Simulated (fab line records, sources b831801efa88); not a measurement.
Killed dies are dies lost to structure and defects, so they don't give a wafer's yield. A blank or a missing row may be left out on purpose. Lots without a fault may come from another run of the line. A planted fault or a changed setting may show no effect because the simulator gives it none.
A struck lot beside a sound one | flow sky130 | 13 steps out of a route of 708
Sound: wafers L303.2, L303.3, L303.4. Struck: wafers L294.1, L294.3, L294.5. The cause comes at the end.
At each step with rows: each side's tool, then ch and its chambers, then its first start. Under that, the readings that differ: sound wafers | struck wafers | difference of the means | sigmas: that difference in standard deviations of wafers without a fault.
alike: readings whose means differ by less than 2 such deviations, and words and numbers that are the same on both sides. not compared: withheld readings, readings that some wafer has no value for, bounds like >300 that may hide the same value, and numbers for which the record gives no deviation and whose values overlap.
The two part at a step that has a row with sigmas, a row that says differs or no value, or rows on one side only. Numbers that don't overlap but have no deviation are shown without sigmas and don't part them. A reading that every wafer of one side lacks parts them only if that side has two wafers or more.

SKY_NWELL_TW_MEAS_26:
  sound on film_metro-03, day 9 18:28; struck on film_metro-03, day 7 09:37
  alike: NWELL_2_TW
then, 1 step without rows for these wafers: SKY_NWELL_CLEAN_27 (cleans in SC1/SC2, time 150 s).
SKY_NWELL_RTA_28: time 30 s.
  sound on rtp_anneal-01 ch 0, day 9 18:35; struck on rtp_anneal-01 ch 0, day 7 09:44
  alike: lamp_power_pct, wafer_temp_C_max
SKY_NWELL_RS_MEAS_29: measures by four-point-probe.
  sound on film_metro-04, day 9 18:41; struck on film_metro-02, day 7 09:50
  alike: NWELL_RS
SKY_NWELL_RS_MEAS_31: measures by four-point-probe.
  sound on film_metro-04, day 9 18:56; struck on film_metro-02, day 7 10:04
  alike: PWDE_RS
then, 6 steps without rows for these wafers: SKY_VT_ADJUST_HVTP_DEHYDRATE_00 (time 60 s); SKY_VT_ADJUST_HVTP_HMDS_01 (prime time 60 s); SKY_VT_ADJUST_HVTP_COAT_02 (resist thk 1140 nm); SKY_VT_ADJUST_HVTP_SOFTBAKE_03 (time 60 s); SKY_VT_ADJUST_HVTP_EXPOSE_04 (exposes mask HVTPM, target cd 380 nm); SKY_VT_ADJUST_HVTP_PEB_05.
SKY_VT_ADJUST_HVTP_DEVELOP_06: develop time 60 s.
  sound on litho_track-03 ch 0, day 10 18:11; struck on litho_track-04, day 8 05:38
  no value came back on the struck wafers for chill_plate_temp_C (C), develop_time_s (s); on the sound wafers chill_plate_temp_C (C) reads 23.23 22.99 23.14
SKY_VT_ADJUST_HVTP_CD_MEAS_07: target cd 380 nm.
  sound on cd_sem-02, day 10 18:20; struck on cd_sem-02, day 8 05:47
  reading    | sound             | struck | difference                    | sigmas
  cd_nm (nm) | 382.1 381.0 381.6 | - - -  | no value on the struck wafers |

WHERE THEY PART
First at SKY_VT_ADJUST_HVTP_DEVELOP_06; last, within this record, at SKY_VT_ADJUST_HVTP_CD_MEAS_07.

WHY: what the simulator had put in
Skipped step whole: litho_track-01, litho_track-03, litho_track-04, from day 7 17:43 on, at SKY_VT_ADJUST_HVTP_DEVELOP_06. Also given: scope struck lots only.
